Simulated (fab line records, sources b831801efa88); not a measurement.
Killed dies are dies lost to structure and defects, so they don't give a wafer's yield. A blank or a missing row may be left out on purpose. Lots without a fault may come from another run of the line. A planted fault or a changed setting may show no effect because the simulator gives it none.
Which tool did it? | flow sfq_line | 15 lots, 45 wafers sampled, at 2 steps of a route of 325

WHAT THE GAUGES READ, wafer by wafer
SFQ_R5_THK_MEAS_934: measures by xrf.
lot  | measured     | on            | R5_MONX_THK (nm)
L906 | day 57 17:23 | film_metro-03 | 39.0 38.6 38.8
L907 | day 60 00:42 | film_metro-03 | 39.4 39.8 39.5
L908 | day 60 05:25 | film_metro-03 | 39.6 39.8 39.6
L909 | day 60 05:29 | film_metro-01 | 39.2 39.5 39.4
L910 | day 60 09:57 | film_metro-02 | 39.5 39.3 39.5
L916 | day 62 09:49 | film_metro-03 | 40.0 40.6 40.6
L917 | day 66 23:10 | film_metro-01 | 39.6 40.2 39.7
L918 | day 67 01:34 | film_metro-03 | 39.8 39.7 39.3
L919 | day 67 02:46 | film_metro-01 | 39.6 40.0 39.6
L921 | day 67 07:35 | film_metro-01 | 39.7 39.5 40.2
L922 | day 67 11:46 | film_metro-03 | 40.4 40.4 40.0
L924 | day 67 20:34 | film_metro-03 | 39.5 40.1 40.1
L925 | day 67 20:46 | film_metro-02 | 39.7 39.1 39.5
L926 | day 67 23:34 | film_metro-01 | 39.8 40.5 39.8
L927 | day 68 02:46 | film_metro-01 | 38.9 39.5 39.4

WHICH TOOL RAN EACH LOT (tool, then ch and the chambers of the sampled wafers, then the start)
lot  | SFQ_TRILAYER_R5_DEP_SPUTTER_132
L906 | pvd_sputter-05, day 57 17:10
L907 | pvd_sputter-05, day 60 00:29
L908 | pvd_sputter-04, day 60 05:10
L909 | pvd_sputter-05, day 60 05:17
L910 | pvd_sputter-04, day 60 09:44
L916 | pvd_sputter-03, day 62 09:35
L917 | pvd_sputter-04, day 66 22:57
L918 | pvd_sputter-05, day 67 01:21
L919 | pvd_sputter-03, day 67 02:33
L921 | pvd_sputter-05, day 67 07:21
L922 | pvd_sputter-04, day 67 11:33
L924 | pvd_sputter-04, day 67 20:21
L925 | pvd_sputter-05, day 67 20:33
L926 | pvd_sputter-04, day 67 23:21
L927 | pvd_sputter-05, day 68 02:33
- SFQ_TRILAYER_R5_DEP_SPUTTER_132: material Ti, target thk 5 nm, time 5 s.

WHAT THE TOOLS THEMSELVES READ (means of the sampled wafers that have a number; where no wafer has one, the mark that the record gives instead)
SFQ_TRILAYER_R5_DEP_SPUTTER_132.
lot  | tool           | throttle_valve_pct (%)
L906 | pvd_sputter-05 | 29.7
L907 | pvd_sputter-05 | 29.7
L908 | pvd_sputter-04 | 29.8
L909 | pvd_sputter-05 | 30.3
L910 | pvd_sputter-04 | 29.6
L916 | pvd_sputter-03 | 29.4
L917 | pvd_sputter-04 | 30.4
L918 | pvd_sputter-05 | 30.1
L919 | pvd_sputter-03 | 29.2
L921 | pvd_sputter-05 | 29.7
L922 | pvd_sputter-04 | 30.3
L924 | pvd_sputter-04 | 29.0
L925 | pvd_sputter-05 | 30.3
L926 | pvd_sputter-04 | 30.4
L927 | pvd_sputter-05 | 30.1

THE ANSWER, worked out from the rows above alone
Rule: what is usual is taken from the lots themselves. Put in order of their means at a reading, lots are off if they are a third of the lots or fewer, leave a main group of 4 or more, and stand apart from it by a gap of 3 or more times the standard deviation of the main group's means; of several such gaps the widest counts. A main group whose means are all the same, to the digits that the tables above print for the reading, isn't used. A lot without any number at a reading at which 4 lots or more have one is off too. The other lots that the step has rows for count as sound. The gauges are gone through in route order, then the tools' own readings, and for those a lot's mean is taken as printed above. The first step at which some lot is off is used, and at that step the reading that is off furthest; a lot without a number counts as furthest.
No lot is off at any reading shown: from this, nothing can be told.

WHAT THE SIMULATOR HAD PUT IN
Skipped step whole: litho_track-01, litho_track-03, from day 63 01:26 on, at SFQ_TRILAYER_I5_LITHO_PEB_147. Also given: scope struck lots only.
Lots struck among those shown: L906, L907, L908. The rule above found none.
